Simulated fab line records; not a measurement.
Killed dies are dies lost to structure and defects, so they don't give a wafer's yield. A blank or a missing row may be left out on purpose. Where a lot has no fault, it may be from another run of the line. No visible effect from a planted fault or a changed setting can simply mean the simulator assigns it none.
8D (eight disciplines) problem report, filled in by code :: flow gf180mcu :: the parts of the form that need people (team, actions taken, sign-off) are left out

## 1. THE ISSUE
Wafers without a fault read 439.7 nm, standard deviation 2.5; cd-nm at GF_TOP_METAL_CD_MEAS_14 reads a mean of 354.4 nm on 2 wafers belonging to 2 lots. That is -34 standard deviations from the usual mean.
The step: target cd 440 nm.
First seen on wafer L416.5, day 30 10:21, on cd-sem-01. Wafers with a number at this step in the record: 42, from 14 lots. Rule for "out" (also "out of limits"): further than 4 standard deviations from the usual mean. The rest of the wafers with a number are treated as sound.

## 2. WHAT IT IS; WHAT IT IS NOT
question: which readings at this step
is: cd-nm
is not: -

question: which lots
is: L416, L421
is not: L408, L409, L410, L411, L412, L413, L414, L415, L419, L426, L429, L431

question: which wafers of those lots
is: L416.5, L421.5
is not: L416.1, L416.6, L421.4, L421.6

question: read on which gauges
is: cd-sem-01, cd-sem-02
is not: -

question: when
is: from day 30 10:21
is not: up to then (26 sound wafers); but 14 sound wafers of L419, L421, L426, L429, L431 came after

## 3. SUSPECTS, AND WHAT RULES EACH OUT
Counting: a tool at a process step up to the reading stays a suspect if it ran every lot that is out. Sound lots after the first of them don't rule it out here, since some wafers of a struck lot are sound.
- the gauge at GF_TOP_METAL_CD_MEAS_14 has been ruled out. The wafers that are out were read on 2 gauges (cd-sem-01, cd-sem-02).
- pvd-sputter-04 at GF_M4_SPUTTER_01 (material TiN, target thk 30 nm, time 25 s): kept. It ran every lot that is out, first L416 (day 25 05:10); its last sound lot up to then is L415 (day 24 16:49).
- iline-stepper-02 at GF_TOP_METAL_EXPOSE_11 (exposes mask MetalTop, target cd 440 nm): kept. It ran every lot that is out, first L416 (day 30 00:27); its last sound lot up to then is L415 (day 29 16:41).
Left after counting: pvd-sputter-04 at GF_M4_SPUTTER_01, iline-stepper-02 at GF_TOP_METAL_EXPOSE_11.

## 4. THE CAUSE (what the simulator had put in)
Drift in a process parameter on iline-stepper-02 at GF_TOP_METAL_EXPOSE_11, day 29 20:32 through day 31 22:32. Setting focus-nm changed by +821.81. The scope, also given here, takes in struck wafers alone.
Counting left 2 suspects, and this tool is among them.

## 5. THE EFFECT CHAIN, in route order
Rows list readings where the struck wafers' mean (over those with a number) sits beyond 3 standard deviations from the usual. Scope: only readings with a usual standard deviation given in the record; hours: median across lots of the time from each lot's start at the first step in this table that gives one to its start at this step; sigmas: change in usual standard deviations.
hours: 0
step: GF_TOP_METAL_CD_MEAS_14
reading: cd-nm
usual: 439.7 nm
on struck wafers: 354.4
change: -85.3
sigmas: -34

## 6. WHAT WOULD HAVE CAUGHT IT SOONER
Counted from the fault's start at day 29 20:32, it took 14 hours until the first out-of-limits reading at a measuring or inspecting step in this record, taken at day 30 10:21.
Of the lots that are out (2), L421 began GF_TOP_METAL_EXPOSE_11 on iline-stepper-02 after day 30 10:21. A tool hold placed at that time would have kept it from harm.
